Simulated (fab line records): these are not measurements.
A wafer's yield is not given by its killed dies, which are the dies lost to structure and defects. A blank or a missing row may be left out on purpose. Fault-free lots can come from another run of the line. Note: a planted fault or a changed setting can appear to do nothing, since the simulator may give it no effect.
Matching of chambers    flow sky130    cmp-02 running SKY_VIA4_CMP_02: 4 sister chambers
The step polishes SiO2. 14 wafers are shown with their chamber, then 7 later ones without.

== WAFERS WITH THEIR CHAMBER ==
wafer   chamber  motor_current_A (A)  edge_zone_pressure_frac
L758.1  2        13.0                 0.994
L758.2  1        15.7                 1.001
L758.3  0        11.5                 0.999
L763.3  0        11.0                 0.990
L763.4  2        12.5                 1.008
L763.6  0        10.6                 1.000
L768.1  1        14.8                 1.002
L768.2  3        11.0                 0.996
L768.4  0        11.0                 0.997
L772.4  1        15.3                 0.996
L772.5  3        10.8                 1.007
L772.6  2        12.5                 1.000
L773.3  3        10.5                 0.997
L773.4  0        10.6                 0.997

SIGNATURES, as means of the wafers listed above
reading                  chamber 0  chamber 1  chamber 2  chamber 3  scatter within a chamber
motor_current_A          10.940     15.267     12.667     10.767     0.354
edge_zone_pressure_frac  0.99660    0.99967    1.00067    1.00000    0.00505
Rule: a wafer lies at a distance from a chamber equal to the root of the sum of squares, over the readings, of (its reading less the chamber's mean, divided by the reading's scatter). If the next closest chamber is less than 2 further off than the closest, the wafer can't be placed; otherwise it belongs to the closest. The scatter: take each reading less its chamber's mean, square it, sum over the shown wafers, divide by the number of wafers less the number of chambers, and take the root.

== WAFERS WHOSE CHAMBER IS MISSING ==
wafer   motor_current_A (A)  edge_zone_pressure_frac
L773.6  14.3                 0.998
L776.3  12.5                 0.990
L776.4  11.4                 0.998
L776.5  12.9                 0.994
L777.1  11.4                 1.001
L777.3  11.2                 0.996
L777.4  13.0                 0.998

== CHAMBER TAKEN BY EACH ==
wafer   from the rows above      in truth
L773.6  can't be placed: 1 or 2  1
L776.3  2                        2
L776.4  can't be placed: 0 or 3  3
L776.5  2                        2
L777.1  can't be placed: 0 or 3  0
L777.3  can't be placed: 0 or 3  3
L777.4  2                        2
Placed correctly: 3 of 7. These rows do not allow placing 4 (true chamber among the candidates in 4). Wrongly placed: 0.
